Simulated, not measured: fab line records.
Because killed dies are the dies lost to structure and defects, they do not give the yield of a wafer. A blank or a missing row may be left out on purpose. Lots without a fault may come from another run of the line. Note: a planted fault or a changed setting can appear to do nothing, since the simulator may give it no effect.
A lot that was struck, set against a sound lot -- flow sky130 -- 16 steps out of a route of 708
Sound: the wafers L793.1, L793.3, L793.5. The struck wafers were L790.1, L790.4, L790.6. The cause is given at the end.
Order at every step that has rows: each side's tool, ch and its chambers, its first start. Under that, the readings that differ: sound wafers -- struck wafers -- difference of the means -- sigmas: that difference in standard deviations of wafers without a fault.
alike: words and numbers the same on both sides, and readings whose means are apart by under 2 such deviations; not compared: readings that were withheld, readings missing a value for some wafer, numbers with overlapping values and no deviation given by the record, and bounds like >300 which may hide the same value.
A row with sigmas, a row that says differs or no value, or rows on one side alone: a step with any of these is where the two part. When numbers do not overlap yet have no deviation, they are printed without sigmas and do not part them. A reading missing from all wafers of one side parts the sides only when that side holds two or more wafers.

SKY_LDD_HVN_OVL_MEAS_07:
  sound on overlay-02 at day 26 06:14; struck on overlay-01 at day 24 21:53
  alike: LDD_HVN_OVL
then, 1 step without rows for these wafers: SKY_LDD_HVN_IMPLANT_08.
SKY_LDD_HVN_STRIP_09: strips in O2/N2.
  sound on plasmaAsher-01 ch 0,1, day 26 06:25; struck on plasmaAsher-04 ch 1, day 24 22:04
reading,sound,struck,difference,sigmas
drypumpMotorCurrentA (A),6.5 5.7 6.6,5.2 5.2 5.2,-1.1,-2
  alike: n2FlowSccm, oesProductAu, stripTimeToEndpointS
  not compared: rfHoursCounterH
SKY_LDD_HVN_TW_MEAS_10:
  sound on filmMetro-01 at day 26 06:31; struck on filmMetro-02 at day 24 22:10
  alike: LDD_HVN_TW
then, 7 steps without rows for these wafers: SKY_LDD_HVP_DEHYDRATE_00 (time 60 s); SKY_LDD_HVP_HMDS_01 (prime time 60 s); SKY_LDD_HVP_COAT_02 (resist thk 300 nm); SKY_LDD_HVP_SOFTBAKE_03 (time 60 s); SKY_LDD_HVP_EXPOSE_04 (exposes mask HVPTM, target cd 700 nm); SKY_LDD_HVP_PEB_05; SKY_LDD_HVP_DEVELOP_06 (develop time 60 s).
SKY_LDD_HVP_OVL_MEAS_07:
  sound on overlay-02 at day 27 10:37; struck on overlay-02 at day 26 02:48
reading,sound,struck,difference,sigmas
LDD_HVP_OVL (nm),0.0 1.9 1.2,-2.5 -0.9 -3.2,-3.2,-2
SKY_LDD_HVP_IMPLANT_08:
  sound on implanter-02 ch 0, day 27 10:39; struck on implanter-03 ch 0, day 26 02:50
reading,sound,struck,difference,sigmas
beamEnergyKeV,19.988 20.000 19.993,25.285 25.278 25.277,+5.286,+99 or more
model.implant.rpNm (nm),64.78 64.78 64.78,77.73 77.73 77.73,+12.95,
model.implant.drpNm (nm),28.53 28.53 28.53,36.38 36.38 36.38,+7.85,
SKY_LDD_HVP_STRIP_09: strips in O2/N2.
  sound on plasmaAsher-02 ch 0,1, day 27 10:48; struck on plasmaAsher-04 ch 0,1, day 26 02:59
  alike: drypumpMotorCurrentA, n2FlowSccm, oesProductAu, stripTimeToEndpointS
  not compared: rfHoursCounterH
SKY_LDD_HVP_TW_MEAS_10:
  sound on filmMetro-03 at day 27 10:54; struck on filmMetro-01 at day 26 03:19
reading,sound,struck,difference,sigmas
LDD_HVP_TW,453 449 449,476 479 479,+28,+6
  not compared: hold
-- record jumps: 23 days separate the struck wafers' starts on either side; left off in module LDD_HVP, taken up again in module PAD_OPEN, whose first shown step is the route's number 708 --
SKY_PAD_OPEN_PROBE_99:
  sound on prober-01 at day 49 14:01; struck on prober-02 at day 48 19:35
reading,sound,struck,difference,sigmas
model.etest.tip_p_5v.rsOhmSq,2814 2834 2826,2719 2716 2731,-103,
  alike: killed_at_M0_to_M3, killed_at_M4_up, killedAtContacts, killedAtFrontEnd, killedAtOther, killedDies, killedOnRim, killedOpen, killedShort
  not compared: model.etest.pfetG5v0d10v5.offLog10AUm, model.etest.pfetG5v0d10v5.vtSatV

WHERE THEY PART
Last at SKY_LDD_HVP_TW_MEAS_10 as far as this record goes, first at SKY_LDD_HVN_STRIP_09. Later steps at which nothing parts them and some readings are alike: SKY_PAD_OPEN_PROBE_99.

WHY: the cause the simulator had injected
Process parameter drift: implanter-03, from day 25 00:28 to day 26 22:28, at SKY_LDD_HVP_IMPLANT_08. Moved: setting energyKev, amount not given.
